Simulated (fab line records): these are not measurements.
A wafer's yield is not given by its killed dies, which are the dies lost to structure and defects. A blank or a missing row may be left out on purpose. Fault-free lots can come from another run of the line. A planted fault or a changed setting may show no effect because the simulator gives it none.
Problem report in the 8D (eight disciplines) form, filled by code    flow sky130    the parts of the form that need people (team, actions taken, sign-off) are left out

## 1. WHAT IS WRONG
VIA4_HDPCVD_THK at SKY_VIA4_THK_MEAS_01 reads a mean of 829 nm on 6 wafers of 2 lots; wafers without a fault read 1745 nm with a standard deviation of 18. That is -51 standard deviations from the usual mean.
First observed at day 46 04:32: wafer L497.3, on filmMetro-03. The record has a number at this step for 39 wafers belonging to 13 lots. Rule for "out", or "out of limits": more than 4 standard deviations from the usual mean. All remaining wafers that have a number are taken as sound.

## 2. WHAT IT IS AND WHAT IT IS NOT
question                     is                          is not
which readings at this step  VIA4_HDPCVD_THK             -
which lots                   L497, L499                  L482, L483, L484, L485, L487, L489, L491, L492, L493, L502, L503
which wafers of those lots   all that have a number      -
read on which gauges         filmMetro-03, filmMetro-04  filmMetro-01
when                         from day 46 04:32           up to then (27 sound wafers); but 6 sound wafers of L502, L503 came after

## 3. WHAT RULES OUT EACH SUSPECT
Counting: a tool at a process step up to the reading stays a suspect if it ran every lot that is out and no sound lot after the first of them.
- the gauge at SKY_VIA4_THK_MEAS_01 has been ruled out. The wafers that are out were read on 2 gauges (filmMetro-03, filmMetro-04).
- hdpcvd-01 at SKY_VIA4_HDPCVD_00 (deposits SiO2, target thk 1750 nm, time 291.7 s): kept. It ran every lot that is out, first L497 (day 46 04:20), and no sound lot after that; its last sound lot up to then is L493 (day 46 02:29).
After counting, what remains is hdpcvd-01 at SKY_VIA4_HDPCVD_00.

## 4. THE CAUSE (what the simulator had put in)
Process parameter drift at SKY_VIA4_HDPCVD_00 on hdpcvd-01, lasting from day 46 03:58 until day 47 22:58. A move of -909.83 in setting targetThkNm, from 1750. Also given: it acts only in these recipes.
After counting, this tool was the only one left.

## 5. THE CHAIN OF EFFECTS, in route order
Rows list readings where the struck wafers' mean (over those with a number) sits beyond 3 standard deviations from the usual. Only readings whose record carries a usual standard deviation are examined. hours: median over the lots of the time between each lot's start at the first step of this table that gives one and its start at this step. sigmas: the change, counted in usual standard deviations.
hours  step                  reading          usual    on struck wafers  change  sigmas
0      SKY_VIA4_THK_MEAS_01  VIA4_HDPCVD_THK  1745 nm  829               -916    -51

## 6. WHAT WOULD HAVE CAUGHT IT SOONER
In this record the first reading out of limits at a measuring or inspecting step was taken at day 46 04:32, 1 hour after the fault began at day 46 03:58.
Lots out: 2; of these, L499 started SKY_VIA4_HDPCVD_00 on hdpcvd-01 after day 46 04:32. A tool hold placed at that time would have kept it from harm.
